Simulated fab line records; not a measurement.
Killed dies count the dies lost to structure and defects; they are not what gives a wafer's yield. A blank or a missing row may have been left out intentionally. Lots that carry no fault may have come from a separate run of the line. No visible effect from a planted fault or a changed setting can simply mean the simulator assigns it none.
Commonality check across tools :: flow sky130 :: Sample size 13 lots and 39 wafers

## WHY THIS WAS OPENED
SKY_LDD_HVN_TW_MEAS_10, reading LDD_HVN_TW: flagged on 1 of 13 lots. Wafers without a fault read 1428, standard deviation 8.4.
Rule: flag the lot when none of its wafers has a number, or when each of its wafers that has one lies beyond 4 standard deviations from that mean. As for the other lots, they are considered sound.

lot: L416
measured: day 20 13:29
on: film_metro-04
LDD_HVN_TW, wafer by wafer: 1420 1419 1420
flag: 

lot: L419
measured: day 22 11:07
on: film_metro-04
LDD_HVN_TW, wafer by wafer: 1426 1424 1420
flag: 

lot: L420
measured: day 22 15:04
on: film_metro-02
LDD_HVN_TW, wafer by wafer: 1432 1423 1432
flag: 

lot: L422
measured: day 23 22:44
on: film_metro-02
LDD_HVN_TW, wafer by wafer: 1441 1439 1442
flag: 

lot: L421
measured: day 24 05:34
on: film_metro-02
LDD_HVN_TW, wafer by wafer: 30 30 30
flag: FLAGGED

lot: L424
measured: day 24 06:08
on: film_metro-04
LDD_HVN_TW, wafer by wafer: 1406 1411 1413
flag: 

lot: L431
measured: day 26 09:47
on: film_metro-02
LDD_HVN_TW, wafer by wafer: 1422 1437 1433
flag: 

lot: L432
measured: day 26 13:34
on: film_metro-04
LDD_HVN_TW, wafer by wafer: 1430 1430 1427
flag: 

lot: L433
measured: day 27 03:32
on: film_metro-02
LDD_HVN_TW, wafer by wafer: 1440 1439 1435
flag: 

lot: L434
measured: day 27 12:04
on: film_metro-01
LDD_HVN_TW, wafer by wafer: 1440 1440 1432
flag: 

lot: L435
measured: day 27 14:11
on: film_metro-04
LDD_HVN_TW, wafer by wafer: 1424 1429 1430
flag: 

lot: L436
measured: day 27 20:02
on: film_metro-01
LDD_HVN_TW, wafer by wafer: 1432 1440 1439
flag: 

lot: L437
measured: day 28 09:26
on: film_metro-01
LDD_HVN_TW, wafer by wafer: 1428 1433 1430
flag: 
Averaged over the flagged lots the numbers come to 30, -1398 from the usual (-99 or more standard deviations).

## LOT BY LOT: THE TOOL USED
The record holds 1 process step before the reading, out of a route of 708 steps. Read each cell as the tool, then ch plus the chambers that the sampled wafers visited, then the start.
lot: L416
flag: 
SKY_LDD_HVN_EXPOSE_04: iline_stepper-02 ch 0, day 19 22:45

lot: L419
flag: 
SKY_LDD_HVN_EXPOSE_04: iline_stepper-01 ch 0, day 21 19:59

lot: L420
flag: 
SKY_LDD_HVN_EXPOSE_04: iline_stepper-02 ch 0, day 21 23:40

lot: L422
flag: 
SKY_LDD_HVN_EXPOSE_04: iline_stepper-01 ch 0, day 23 07:47

lot: L421
flag: FLAGGED
SKY_LDD_HVN_EXPOSE_04: iline_stepper-02 ch 0, day 23 14:13

lot: L424
flag: 
SKY_LDD_HVN_EXPOSE_04: iline_stepper-02 ch 0, day 23 14:51

lot: L431
flag: 
SKY_LDD_HVN_EXPOSE_04: iline_stepper-02 ch 0, day 25 19:34

lot: L432
flag: 
SKY_LDD_HVN_EXPOSE_04: iline_stepper-01 ch 0, day 25 23:31

lot: L433
flag: 
SKY_LDD_HVN_EXPOSE_04: iline_stepper-02 ch 0, day 26 12:50

lot: L434
flag: 
SKY_LDD_HVN_EXPOSE_04: iline_stepper-02 ch 0, day 26 21:17

lot: L435
flag: 
SKY_LDD_HVN_EXPOSE_04: iline_stepper-02 ch 0, day 26 23:52

lot: L436
flag: 
SKY_LDD_HVN_EXPOSE_04: iline_stepper-01 ch 0, day 27 06:08

lot: L437
flag: 
SKY_LDD_HVN_EXPOSE_04: iline_stepper-02 ch 0, day 27 19:32
What is done by these steps:
- SKY_LDD_HVN_EXPOSE_04: exposes mask HVNTM, target cd 700 nm.
- SKY_LDD_HVN_TW_MEAS_10

## FLAGGED AGAINST TOTAL, ONE TOOL AT A TIME (gauges that did the reading follow at the end)
step: SKY_LDD_HVN_EXPOSE_04
tool: iline_stepper-01
lots run: 4
flagged: 0
share of the flagged lots: none
sound lots run after its first flagged lot: -

step: SKY_LDD_HVN_EXPOSE_04
tool: iline_stepper-02
lots run: 9
flagged: 1
share of the flagged lots: all
sound lots run after its first flagged lot: 6 (L424,L431,L433,L434,L435,L437)

step: SKY_LDD_HVN_TW_MEAS_10
tool: film_metro-01
lots run: 3
flagged: 0
share of the flagged lots: none
sound lots run after its first flagged lot: -

step: SKY_LDD_HVN_TW_MEAS_10
tool: film_metro-02
lots run: 5
flagged: 1
share of the flagged lots: all
sound lots run after its first flagged lot: 2 (L431,L433)

step: SKY_LDD_HVN_TW_MEAS_10
tool: film_metro-04
lots run: 5
flagged: 0
share of the flagged lots: none
sound lots run after its first flagged lot: -

## THE TABLE: WHAT IT ALLOWS
Every flagged lot went through 2 rows of the table: iline_stepper-02 at SKY_LDD_HVN_EXPOSE_04 and film_metro-02 at SKY_LDD_HVN_TW_MEAS_10.
- iline_stepper-02 at SKY_LDD_HVN_EXPOSE_04: 1 of its 9 lots flagged. Sound lots ran on it after the first flagged one (L424, L431, L433, L434, L435, L437), which a lasting fault on the whole tool wouldn't allow.
- film_metro-02 at SKY_LDD_HVN_TW_MEAS_10: 1 of its 5 lots flagged. Sound lots ran on it after the first flagged one (L431, L433), which a lasting fault on the whole tool wouldn't allow.
Not one row of the table ran every flagged lot while running no sound lot after the first.

## WHAT HAD BEEN PUT IN BY THE SIMULATOR
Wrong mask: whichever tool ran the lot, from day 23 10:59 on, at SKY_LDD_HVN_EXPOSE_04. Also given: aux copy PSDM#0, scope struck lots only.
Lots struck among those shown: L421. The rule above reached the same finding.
